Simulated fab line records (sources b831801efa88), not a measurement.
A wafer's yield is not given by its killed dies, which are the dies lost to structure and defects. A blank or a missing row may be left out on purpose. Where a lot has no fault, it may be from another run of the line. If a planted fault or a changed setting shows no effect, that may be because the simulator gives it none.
Matching of chambers -- flow gf180mcu -- cmp-02 running GF_V3_CMP_04: 4 sister chambers
The step polishes SiO2. 8 wafers are shown with their chamber, then 8 later ones without.

## WAFERS WITH THEIR CHAMBER
wafer,chamber,motor_current_A (A),time_to_endpoint_s (s)
L306.5,0,13.4,97
L308.2,3,12.6,89
L308.5,3,12.7,90
L308.6,0,12.4,86
L309.2,2,13.3,69
L309.4,1,11.1,79
L309.5,2,13.7,85
L311.2,1,10.9,73

## WAFERS WHOSE CHAMBER IS MISSING
wafer,motor_current_A (A),time_to_endpoint_s (s)
L311.3,13.1,80
L311.6,13.9,77
L319.1,12.9,92
L319.3,11.7,74
L319.4,13.0,98
L321.1,12.4,92
L321.3,12.1,73
L321.6,11.4,101

## WHICH CHAMBER EACH ONE RAN IN
wafer,from the rows above,in truth
L311.3,can't be placed: 2 or 0 or 3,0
L311.6,2,2
L319.1,can't be placed: 0 or 3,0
L319.3,can't be placed: 1 or 3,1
L319.4,can't be placed: 0 or 3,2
L321.1,can't be placed: 3 or 0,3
L321.3,can't be placed: 3 or 1 or 0 or 2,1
L321.6,can't be placed: 3 or 1 or 0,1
Correct placement for 1 of the 8. Unplaceable from these rows: 7, with the true chamber sitting among the candidates in 6. Placed wrongly: 0.
How it was worked out, from the rows above alone: a wafer's distance from a chamber is the root of the sum, over the readings, of the square of ((its reading less the chamber's mean) divided by the reading's scatter). If the next closest chamber is less than 2 further off than the closest, the wafer can't be placed; otherwise it belongs to the closest. The mean given for a chamber averages the wafers shown for that chamber. The scatter: the root of (the sum of the squares of (reading less its chamber's mean) over the shown wafers, divided by (wafers less chambers)).
